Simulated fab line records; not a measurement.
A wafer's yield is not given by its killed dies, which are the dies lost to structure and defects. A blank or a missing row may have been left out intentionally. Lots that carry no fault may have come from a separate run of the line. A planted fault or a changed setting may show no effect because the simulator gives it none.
fab line records -- flow sky130
record: lots: 13, wafers: 39, last-day: 50
route steps=708 shown LDD_N@253 POLY_CUT@316 LI_CONTACT@382 CONTACT@420 PAD_OPEN@708
lots with no fault: from the same line, run without faults
start-h: the number of hours between the record's first day and the start of the first shown wafer of the lot -- wait-h: hours since the lot's step before -- " repeats the value in the row above -- L1.1+2: one row covering several wafers at once -- - no value, or no start was given -- * or withheld: withheld -- < > ~ a bound
route shown NAME@n: names a module that has steps shown in the file, with the first one's number in the route -- usual: mean/standard deviation of fault-free wafers -- same: alike in all rows -- chamber/n: place in a boat -- sites: per-site readings -- _std_site: standard deviation across them -- _edge_site: mean of outer sites minus mean of inner sites -- radius-mm: how far each site lies from the wafer's centre -- mask NAME#n: copy n -- behind: the tool/chamber that last shaped the wafer -- hold: why the lot was held/for how many hours/how that ended -- device: transistor that didn't switch, given as n, p or np -- end of line: at the end of the route, the tests of the same wafers -- a step with no rows: only its recipe -- killed: at the first sort, the dies lost to defects and structure; wafer yield is something else -- map: a wafer's dies, x killed, . not, _ none there
set.NAME: the setting the step ran with; set.NAME@STEP: the setting that earlier step ran with -- model.NAME: the simulator's own value behind a step, which no gauge read
steps of the route over a sample of lots; a table a step, a row a wafer
services: when a tool's chamber went out of use (start-h, in hours from the record's first day, below 0 if earlier), for how many hours, and the reason
== steps ==
step: SKY_LDD_N_STRIP_16
recipe: chemistry: O2/N2, power-w: 1400, pressure-mtorr: 1500, platen-temp-c: withheld, o2-flow-sccm: 3000, n2-flow-sccm: 300, overash-fraction: 0.5
usual: drypump-motor-current-A: 5.9/0.54, oes-product-au: 0.407/0.0046, strip-time-to-endpoint-s: 4.312/0.015
lot.wafer,tool,chamber,start-h,wait-h,drypump-motor-current-A,oes-product-au,rf-hours-counter-h,strip-time-to-endpoint-s
L537.1,plasma-asher-04,1,404.76,0.1,5.5,0.406,29,4.321
L537.3,plasma-asher-04,1,404.76,0.1,5.5,0.399,-,4.319
L537.6,plasma-asher-04,1,404.76,0.1,5.5,0.412,-,4.312
L538.1,plasma-asher-02,1,414.14,0.1,6.2,0.405,59,4.313
L538.4,plasma-asher-02,0,414.14,0.1,4.9,0.398,-,4.311
L538.5,plasma-asher-02,1,414.14,0.1,6.2,0.404,-,4.316
L541.1,plasma-asher-04,1,436.52,0.1,5.5,0.403,32,4.323
L541.3,plasma-asher-04,1,436.52,0.1,5.5,0.416,-,4.332
L541.6,plasma-asher-04,0,436.52,0.1,6.6,0.411,-,4.318
L542.1,plasma-asher-01,1,455.91,0.1,5.7,0.411,2,4.310
L542.4,plasma-asher-01,0,455.91,0.1,6.1,0.405,-,4.307
L542.6,plasma-asher-01,1,455.91,0.1,5.7,0.404,-,4.301
L543.1,plasma-asher-04,1,462.96,0.1,5.5,0.417,35,4.312
L543.2,plasma-asher-04,0,462.96,0.1,6.6,0.404,35,4.302
L543.6,plasma-asher-04,1,462.96,0.1,5.5,0.403,-,4.301
L552.3,plasma-asher-04,1,545.16,0.1,5.5,0.406,-,4.283
L552.4,plasma-asher-04,0,545.16,0.1,6.6,0.400,-,4.304
L552.5,plasma-asher-04,0,545.16,0.1,6.6,0.403,-,4.282
L553.2,plasma-asher-01,0,554.27,0.1,6.1,0.404,12,4.317
L553.3,plasma-asher-01,0,554.27,0.1,6.1,0.406,-,4.311
L553.5,plasma-asher-01,0,554.27,0.1,6.1,0.409,-,4.313
L554.2,plasma-asher-02,0,555.31,0.1,4.9,0.407,74,4.338
L554.4,plasma-asher-02,1,555.31,0.1,6.2,0.406,-,4.318
L554.6,plasma-asher-02,0,555.31,0.1,4.9,0.408,-,4.322
L555.1,plasma-asher-04,1,569.21,0.1,5.5,0.415,45,4.300
L555.4,plasma-asher-04,0,569.21,0.1,6.6,0.409,-,4.308
L555.5,plasma-asher-04,1,569.21,0.1,5.5,0.404,-,4.322
L556.2,plasma-asher-02,1,579.28,0.1,6.2,0.409,76,4.301
L556.3,plasma-asher-02,0,579.28,0.1,4.9,0.401,-,4.271
L556.5,plasma-asher-02,0,579.28,0.1,4.9,0.406,-,4.291
L557.1,plasma-asher-01,0,591.82,0.1,6.1,0.401,16,4.329
L557.4,plasma-asher-01,1,591.82,0.1,5.7,0.409,-,4.305
L557.5,plasma-asher-01,0,591.82,0.1,6.1,0.401,-,4.311
L560.1,plasma-asher-04,1,604.73,0.1,5.5,0.409,49,4.289
L560.4,plasma-asher-04,0,604.73,0.1,6.6,0.400,-,4.312
L560.5,plasma-asher-04,1,604.73,0.1,5.5,0.412,-,4.318
L559.1,plasma-asher-04,0,607.31,0.1,6.6,0.412,49,4.321
L559.2,plasma-asher-04,1,607.31,0.1,5.5,0.407,49,4.299
L559.3,plasma-asher-04,0,607.31,0.1,6.6,0.412,-,4.311
step: SKY_POLY_CUT_OVL_MEAS_09
usual: POLY_CUT_OVL: 2/5
lot.wafer,tool,chamber,start-h,wait-h,POLY_CUT_OVL[nm]
L537.1,overlay-01,-,561.37,0.1,-7
L537.3,overlay-01,-,561.37,0.1,1
L537.6,overlay-01,-,561.37,0.1,-2
L538.1,overlay-01,-,569.13,0.1,1
L538.4,overlay-01,-,569.13,0.1,-7
L538.5,overlay-01,-,569.13,0.1,-2
L541.1,overlay-02,-,590.17,0.1,2
L541.3,overlay-02,-,590.17,0.1,-8
L541.6,overlay-02,-,590.17,0.1,-3
L542.1,overlay-01,-,608.98,0.1,7
L542.4,overlay-01,-,608.98,0.1,-2
L542.6,overlay-01,-,608.98,0.1,-3
L543.1,overlay-02,-,614.83,0.1,4
L543.2,overlay-02,-,614.83,0.1,5
L543.6,overlay-02,-,614.83,0.1,6
L552.3,overlay-01,-,692.64,0.1,5
L552.4,overlay-01,-,692.64,0.1,2
L552.5,overlay-01,-,692.64,0.1,0
L553.2,overlay-01,-,702.23,0.1,6
L553.3,overlay-01,-,702.23,0.1,3
L553.5,overlay-01,-,702.23,0.1,7
L554.2,overlay-02,-,703.68,0.1,-2
L554.4,overlay-02,-,703.68,0.1,-4
L554.6,overlay-02,-,703.68,0.1,-2
L555.1,overlay-01,-,715.17,0.1,5
L555.4,overlay-01,-,715.17,0.1,7
L555.5,overlay-01,-,715.17,0.1,7
L556.2,overlay-02,-,725.11,0.1,2
L556.3,overlay-02,-,725.11,0.1,4
L556.5,overlay-02,-,725.11,0.1,1
L557.1,overlay-02,-,736.98,0.1,-4
L557.4,overlay-02,-,736.98,0.1,3
L557.5,overlay-02,-,736.98,0.1,4
L560.1,overlay-02,-,748.88,0.1,2
L560.4,overlay-02,-,748.88,0.1,2
L560.5,overlay-02,-,748.88,0.1,-2
L559.1,overlay-02,-,752.27,0.1,2
L559.2,overlay-02,-,752.27,0.1,8
L559.3,overlay-02,-,752.27,0.1,4
step: SKY_LI_CONTACT_SPUTTER_20
recipe: material: TiN, target-thk-nm: 20, chamber-pressure-pa: 5, power-w: 4000, time-s: 80
usual: cathode-dc-power-W: 4000.1/0.69, chamber-pressure-pa: 4.999/0.011, throttle-valve-pct: 29.9/1.3
lot.wafer,tool,chamber,start-h,wait-h,cathode-dc-power-W,chamber-pressure-pa,throttle-valve-pct
L537.1,pvd-sputter-01,-,681.00,0.0,3999.5,4.961,28.3
L537.3,pvd-sputter-01,-,681.00,0.0,4000.4,5.000,29.9
L537.6,pvd-sputter-01,-,681.00,0.0,3999.9,4.994,28.6
L538.1,pvd-sputter-01,-,686.60,0.0,3999.4,4.993,28.6
L538.4,pvd-sputter-01,-,686.60,0.0,4000.8,4.996,30.1
L538.5,pvd-sputter-01,-,686.60,0.0,4000.2,5.004,30.1
L541.1,pvd-sputter-04,-,705.90,0.0,4000.1,4.996,29.2
L541.3,pvd-sputter-04,-,705.90,0.0,3999.8,5.012,30.0
L541.6,pvd-sputter-04,-,705.90,0.0,3999.3,5.016,31.0
L542.1,pvd-sputter-01,-,727.01,0.0,-,-,-
L542.4,pvd-sputter-01,-,727.01,0.0,-,-,-
L542.6,pvd-sputter-01,-,727.01,0.0,-,-,-
L543.1,pvd-sputter-04,-,730.26,0.0,-,-,-
L543.2,pvd-sputter-04,-,730.26,0.0,-,-,-
L543.6,pvd-sputter-04,-,730.26,0.0,-,-,-
L552.3,pvd-sputter-01,-,803.71,0.0,3999.8,4.996,29.8
L552.4,pvd-sputter-01,-,803.71,0.0,4000.4,4.996,28.3
L552.5,pvd-sputter-01,-,803.71,0.0,3999.7,5.017,28.4
L553.2,pvd-sputter-01,-,814.54,0.0,4001.0,4.980,30.4
L553.3,pvd-sputter-01,-,814.54,0.0,4001.4,5.012,32.3
L553.5,pvd-sputter-01,-,814.54,0.0,4000.0,5.009,32.4
L554.2,pvd-sputter-04,-,815.06,0.0,3999.1,5.016,27.3
L554.4,pvd-sputter-04,-,815.06,0.0,4000.7,4.998,31.0
L554.6,pvd-sputter-04,-,815.06,0.0,4000.1,5.005,27.6
L555.1,pvd-sputter-01,-,827.28,0.0,4000.2,5.003,30.1
L555.4,pvd-sputter-01,-,827.28,0.0,3998.5,4.993,32.3
L555.5,pvd-sputter-01,-,827.28,0.0,4000.6,5.009,28.4
L556.2,pvd-sputter-01,-,836.24,0.0,4001.3,5.000,32.6
L556.3,pvd-sputter-01,-,836.24,0.0,3999.7,5.012,30.0
L556.5,pvd-sputter-01,-,836.24,0.0,4000.0,5.003,30.2
L557.1,pvd-sputter-01,-,847.01,0.0,4000.4,5.006,30.1
L557.4,pvd-sputter-01,-,847.01,0.0,4001.5,4.991,30.1
L557.5,pvd-sputter-01,-,847.01,0.0,3999.4,4.982,30.2
L560.1,pvd-sputter-01,-,857.79,0.0,3999.8,5.004,30.2
L560.4,pvd-sputter-01,-,857.79,0.0,4001.1,4.990,32.5
L560.5,pvd-sputter-01,-,857.79,0.0,4000.1,4.978,32.4
L559.1,pvd-sputter-01,-,861.14,0.0,4000.1,4.990,32.5
L559.2,pvd-sputter-01,-,861.14,0.0,3999.8,5.001,28.1
L559.3,pvd-sputter-01,-,861.14,0.0,4000.5,5.021,29.9
step: SKY_CONTACT_CD_MEAS_14
recipe: target-cd-nm: 170
usual: cd-nm: 169.5/1.6
lot.wafer,tool,chamber,start-h,wait-h,cd-nm
L537.1,cd-sem-01,-,739.91,-,171.0
L537.3,cd-sem-01,-,739.91,-,170.0
L537.6,cd-sem-01,-,739.91,-,172.5
L538.1,cd-sem-02,-,745.10,-,170.0
L538.4,cd-sem-02,-,745.10,-,170.3
L538.5,cd-sem-02,-,745.10,-,169.1
L541.1,cd-sem-02,-,763.46,-,168.0
L541.3,cd-sem-02,-,763.46,-,166.4
L541.6,cd-sem-02,-,763.46,-,167.7
L552.3,cd-sem-01,-,858.84,-,167.5
L552.4,cd-sem-01,-,858.84,-,166.7
L552.5,cd-sem-01,-,858.84,-,167.3
L553.2,cd-sem-02,-,869.88,-,168.3
L553.3,cd-sem-02,-,869.88,-,168.3
L553.5,cd-sem-02,-,869.88,-,168.1
L554.2,cd-sem-01,-,870.00,-,168.9
L554.4,cd-sem-01,-,870.00,-,167.8
L554.6,cd-sem-01,-,870.00,-,168.6
L555.1,cd-sem-01,-,883.03,-,168.5
L555.4,cd-sem-01,-,883.03,-,168.7
L555.5,cd-sem-01,-,883.03,-,169.4
L556.2,cd-sem-01,-,890.97,-,170.2
L556.3,cd-sem-01,-,890.97,-,169.7
L556.5,cd-sem-01,-,890.97,-,172.2
L557.1,cd-sem-01,-,901.41,-,170.2
L557.4,cd-sem-01,-,901.41,-,169.1
L557.5,cd-sem-01,-,901.41,-,169.0
L560.1,cd-sem-01,-,911.60,-,171.9
L560.4,cd-sem-01,-,911.60,-,170.5
L560.5,cd-sem-01,-,911.60,-,172.6
L559.1,cd-sem-01,-,914.86,-,170.3
L559.2,cd-sem-01,-,914.86,-,171.3
L559.3,cd-sem-01,-,914.86,-,170.6
step: SKY_PAD_OPEN_PROBE_99
usual: killed_at_M0_to_M3: 43/6.7, killed_at_M4_up: 3.1/1.9, killed-at-contacts: 25/5, killed-at-front-end: 15/4, killed-at-other: 0.4/0.69, killed-dies: 87/9.2, killed-on-rim: 17/3.6, killed-open: 46/7.1, killed-short: 40/6.8
same: gross-dies: 492, killed-at-back-side: 0
lot.wafer,tool,chamber,start-h,wait-h,killed_at_M0_to_M3,killed_at_M4_up,killed-at-contacts,killed-at-front-end,killed-at-other,killed-dies,killed-on-rim,killed-open,killed-short
L542.1,prober-02,-,1116.12,0.1,48,1,429,14,0,492,96,41,41
L542.4,prober-02,-,1116.27,0.2,48,2,425,17,0,492,96,52,45
L542.6,prober-02,-,1116.37,0.2,51,2,420,19,0,492,96,48,48
L543.1,prober-01,-,1116.88,0.1,47,9,423,13,0,492,96,53,39
L543.2,prober-01,-,1116.93,0.1,48,5,421,18,0,492,96,53,43
L543.6,prober-01,-,1117.13,0.2,43,3,435,11,0,492,96,48,33
killed by level:class
L542.1 LI_CONTACT:area-sputter=410 VIA2:geometric-particle:short=8 LI_CONTACT:geometric-particle:open=8 METAL1:geometric-particle:short=8 VIA2:geometric-particle:open=7 VIA3:geometric-particle:open=7 VIA1:geometric-particle:open=7 METAL2:geometric-particle:short=5
L542.4 LI_CONTACT:area-sputter=395 VIA1:geometric-particle:open=14 LI_CONTACT:geometric-particle:open=10 CONTACT:geometric-particle:open=9 CONTACT:geometric-particle:short=8 VIA1:geometric-particle:short=7 METAL2:geometric-particle:short=7 VIA2:geometric-particle:open=7
L542.6 LI_CONTACT:area-sputter=396 VIA3:geometric-particle:open=10 METAL1:geometric-particle:short=9 VIA1:geometric-particle:open=8 CONTACT:geometric-particle:open=7 CONTACT:geometric-particle:short=7 METAL2:geometric-particle:short=7 VIA2:geometric-particle:open=6
L543.1 LI_CONTACT:area-sputter=400 CONTACT:geometric-particle:open=11 VIA1:geometric-particle:open=10 VIA3:geometric-particle:open=10 POLY_GATE:geometric-particle:short=7 LI_CONTACT:geometric-particle:open=6 VIA2:geometric-particle:open=5 VIA2:geometric-particle:short=5
L543.2 LI_CONTACT:area-sputter=396 CONTACT:geometric-particle:open=9 METAL2:geometric-particle:short=9 VIA1:geometric-particle:open=9 LI_CONTACT:geometric-particle:open=8 POLY_GATE:geometric-particle:open=5 METAL1:geometric-particle:short=5 VIA2:geometric-particle:open=5
L543.6 LI_CONTACT:area-sputter=411 VIA1:geometric-particle:open=11 LI_CONTACT:geometric-particle:open=9 VIA3:geometric-particle:open=8 CONTACT:geometric-particle:open=7 METAL2:geometric-particle:short=5 VIA3:geometric-particle:short=5 VIA2:geometric-particle:open=4
== services ==
tool,chamber,start-h,hours,kind
plasma-asher-01,-,386.79,1.9,repair
plasma-asher-04,-,413.81,3.0,repair
plasma-asher-01,-,421.25,9.0,pm
plasma-asher-01,0,421.25,9.0,vent-cycle
plasma-asher-01,1,421.25,9.0,vent-cycle
plasma-asher-01,0,430.25,-,clean
plasma-asher-01,1,430.25,-,clean
pvd-sputter-04,1,455.98,-,consumable-replace:kit
pvd-sputter-04,1,455.98,18.0,scheduled-down
pvd-sputter-04,1,455.98,18.0,vent-cycle
plasma-asher-04,-,530.70,0.7,repair
pvd-sputter-04,-,550.57,8.9,repair
plasma-asher-02,-,587.27,1.8,repair
pvd-sputter-01,-,631.04,1.0,repair
plasma-asher-01,-,653.95,1.4,repair
plasma-asher-04,-,654.22,2.8,pm
plasma-asher-04,-,778.82,2.6,repair
pvd-sputter-01,3,784.60,-,consumable-replace:kit
pvd-sputter-01,3,784.60,18.0,scheduled-down
pvd-sputter-01,3,784.60,18.0,vent-cycle
pvd-sputter-04,-,850.35,2.1,repair
== key ==
first-sign: step: SKY_LI_CONTACT_SPUTTER_20, reading: tool-record, direction: missing
effect: step: SKY_PAD_OPEN_PROBE_99, reading: killed-at-contacts, direction: up, sigmas: 80, usual: 25, struck: 426
more-kills-born-at: SKY_LI_CONTACT_SPUTTER_20@pvd-sputter-04: 1201, SKY_LI_CONTACT_SPUTTER_20@pvd-sputter-01: 1200
met-at SKY_LI_CONTACT_SPUTTER_20
struck-lots L542,L543
later-rows-left-out L542.1,L542.4,L542.6,L543.1,L543.2,L543.6
tester-left-out L542,L543
not-acting-at SKY_LDD_N_STRIP_16,SKY_POLY_CUT_OVL_MEAS_09,SKY_CONTACT_CD_MEAS_14
onset-between 705.90 727.01
fault: kind: skipped-step-whole, tool: pvd-sputter-01,pvd-sputter-04, chamber: -, onset-h: 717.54, steps: SKY_LI_CONTACT_SPUTTER_20, scope: struck-lots-only
tester-left-out: of these lots the tester's yield and bins aren't shown, on N5 and GAA mostly nor the transistor test; their killed dies are dies lost to structure and defects alone, not to doping, threshold or leakage, so they don't give the yield
later-rows-left-out: the simulator's readings of these wafers behind a module that went badly wrong aren't trusted and aren't shown, but for the sort
